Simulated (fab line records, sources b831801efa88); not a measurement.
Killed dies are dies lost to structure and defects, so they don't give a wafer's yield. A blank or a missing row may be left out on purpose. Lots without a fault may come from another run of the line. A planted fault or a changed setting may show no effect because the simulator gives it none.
A struck lot beside a sound one | flow sky130 | 14 steps out of a route of 708
Sound: wafers L208.1, L208.2, L208.3. Struck: wafers L200.2, L200.3, L200.6. The cause comes at the end.
At each step with rows: each side's tool, then ch and its chambers, then its first start. Under that, the readings that differ: sound wafers | struck wafers | difference of the means | sigmas: that difference in standard deviations of wafers without a fault.
alike: readings whose means differ by less than 2 such deviations, and words and numbers that are the same on both sides. not compared: withheld readings, readings that some wafer has no value for, bounds like >300 that may hide the same value, and numbers for which the record gives no deviation and whose values overlap.
The two part at a step that has a row with sigmas, a row that says differs or no value, or rows on one side only. Numbers that don't overlap but have no deviation are shown without sigmas and don't part them. A reading that every wafer of one side lacks parts them only if that side has two wafers or more.

first, 1 step without rows for these wafers: SKY_LOCAL_INTERCONNECT_CLEAN_18 (cleans in O3/DIW).
SKY_CONTACT_CVD_00: deposits Si3N4, target thk 75 nm.
  sound on pecvd-01 ch 0,1,2, day 37 14:12; struck on pecvd-01 ch 0,1, day 34 18:35
  alike: heater_power_w, susceptor_temp_C
SKY_CONTACT_THK_MEAS_01:
  sound on film_metro-03, day 37 14:14; struck on film_metro-01, day 34 18:37
  alike: CONTACT_CVD_00_THK
then, 1 step without rows for these wafers: SKY_CONTACT_HDPCVD_02 (deposits SiO2, target thk 565 nm, time 94.2 s).
SKY_CONTACT_THK_MEAS_03:
  sound on film_metro-01, day 37 14:22; struck on film_metro-03, day 34 18:45
  alike: CONTACT_HDPCVD_THK
SKY_CONTACT_CMP_04: polishes SiO2.
  sound on cmp-01 ch 0,1,2, day 37 14:25; struck on cmp-02 ch 0,1,2, day 34 18:54
  alike: motor_current_A, slurry_filter_dp_kPa, time_to_endpoint_s
SKY_CONTACT_BOW_MEAS_05:
  sound on film_metro-03, day 37 14:43; struck on film_metro-01, day 34 19:07
  alike: CONTACT_BOW
then, 5 steps without rows for these wafers: SKY_CONTACT_DEHYDRATE_06 (time 60 s); SKY_CONTACT_HMDS_07 (prime time 60 s); SKY_CONTACT_COAT_08 (resist thk 60 nm); SKY_CONTACT_COAT_09 (resist thk 450 nm); SKY_CONTACT_SOFTBAKE_10 (time 90 s).
SKY_CONTACT_EXPOSE_11: exposes mask CTM1, target cd 170 nm.
  sound on krf_scanner-02 ch 0, day 38 03:41; struck on krf_scanner-02, day 35 09:50
  no value came back on the struck wafers for exposure_dose_mJ_cm2, focus_offset_nm (nm), sigma_inner; on the sound wafers exposure_dose_mJ_cm2 reads 38.02 37.99 38.01
  alike: mask
then, 1 step without rows for these wafers: SKY_CONTACT_PEB_12.

WHERE THEY PART
Only at SKY_CONTACT_EXPOSE_11, within this record.

WHY: what the simulator had put in
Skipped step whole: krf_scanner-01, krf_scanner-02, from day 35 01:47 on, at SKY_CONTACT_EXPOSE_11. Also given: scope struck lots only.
